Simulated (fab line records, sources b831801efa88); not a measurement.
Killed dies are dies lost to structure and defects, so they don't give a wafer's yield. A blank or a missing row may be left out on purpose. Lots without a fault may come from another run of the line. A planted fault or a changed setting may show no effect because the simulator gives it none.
Tool commonality check | flow sky130 | 10 lots, 36 wafers sampled

WHY IT WAS OPENED
At SKY_LOCAL_INTERCONNECT_RS_MEAS_01 the reading LOCAL_INTERCONNECT_TIN_RS is flagged on 2 of 10 lots. Wafers without a fault read 14.10 ohm/sq, standard deviation 0.2.
Rule: a lot is flagged when every wafer of it that has a number lies more than 4 standard deviations from that mean, or none has a number. The other lots count as sound.

lot  | measured     | on            | LOCAL_INTERCONNECT_TIN_RS (ohm/sq), wafer by wafer | flag
L608 | day 29 03:52 | film_metro-01 | 13.69 13.75 13.61                                  |
L609 | day 29 14:34 | film_metro-02 | 14.18 14.16 14.47                                  |
L614 | day 31 09:30 | film_metro-01 | 13.91 13.98 13.99                                  |
L619 | day 33 07:08 | film_metro-04 | 14.43 14.29 14.38                                  |
L621 | day 34 01:28 | film_metro-04 | 13.75 13.64 13.66                                  |
L623 | day 34 13:15 | film_metro-01 | 12.05 12.13 12.12 12.08 12.12 12.09                | FLAGGED
L624 | day 34 18:44 | film_metro-04 | 12.03 12.00 12.06 12.02 12.01 12.09                | FLAGGED
L627 | day 35 20:18 | film_metro-02 | 14.36 14.08 14.25                                  |
L628 | day 36 01:01 | film_metro-02 | 13.95 14.06 14.25                                  |
L629 | day 36 11:24 | film_metro-02 | 13.99 14.24 14.03                                  |
The numbers of the flagged lots are 12.07 ohm/sq on average: -2.03 ohm/sq against the usual, or -10 standard deviations.

WHICH TOOL RAN EACH LOT
The record holds 1 process step before the reading, out of a route of 708 steps. In each cell: the tool, then ch and the chambers that the sampled wafers went through, then the start.
lot  | flag    | SKY_LOCAL_INTERCONNECT_SPUTTER_00
L608 |         | pvd_sputter-04, day 29 03:47
L609 |         | pvd_sputter-01, day 29 14:28
L614 |         | pvd_sputter-04, day 31 09:26
L619 |         | pvd_sputter-04, day 33 07:03
L621 |         | pvd_sputter-03, day 34 01:24
L623 | FLAGGED | pvd_sputter-04, day 34 13:11
L624 | FLAGGED | pvd_sputter-04, day 34 18:41
L627 |         | pvd_sputter-01, day 35 20:14
L628 |         | pvd_sputter-03, day 36 00:55
L629 |         | pvd_sputter-03, day 36 11:18
What these steps do:
- SKY_LOCAL_INTERCONNECT_SPUTTER_00: material TiN, target thk 100 nm, time 83.3 s.
- SKY_LOCAL_INTERCONNECT_RS_MEAS_01: measures by four-point-probe.

FLAGGED OVER TOTAL, TOOL BY TOOL (the gauges that took the reading come last)
step                              | tool           | lots run | flagged | share of the flagged lots | sound lots run after its first flagged lot
SKY_LOCAL_INTERCONNECT_SPUTTER_00 | pvd_sputter-01 | 2        | 0       | none                      | -
SKY_LOCAL_INTERCONNECT_SPUTTER_00 | pvd_sputter-03 | 3        | 0       | none                      | -
SKY_LOCAL_INTERCONNECT_SPUTTER_00 | pvd_sputter-04 | 5        | 2       | all                       | 0
SKY_LOCAL_INTERCONNECT_RS_MEAS_01 | film_metro-01  | 3        | 1       | some                      | 0
SKY_LOCAL_INTERCONNECT_RS_MEAS_01 | film_metro-02  | 4        | 0       | none                      | -
SKY_LOCAL_INTERCONNECT_RS_MEAS_01 | film_metro-04  | 3        | 1       | some                      | 0

WHAT THE TABLE ALLOWS
1 row of the table ran every flagged lot: pvd_sputter-04 at SKY_LOCAL_INTERCONNECT_SPUTTER_00.
- pvd_sputter-04 at SKY_LOCAL_INTERCONNECT_SPUTTER_00: 2 of its 5 lots flagged. Its last sound lot is L619 (day 33 07:03), its first flagged lot L623 (day 34 13:11): a fault that began between those two fits.
One tool is left: pvd_sputter-04 at SKY_LOCAL_INTERCONNECT_SPUTTER_00.

WHAT THE SIMULATOR HAD PUT IN
Process parameter drift: pvd_sputter-04, from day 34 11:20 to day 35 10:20, at SKY_LOCAL_INTERCONNECT_SPUTTER_00. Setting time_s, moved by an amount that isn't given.
Lots struck among those shown: L623, L624. The rule above found the same.
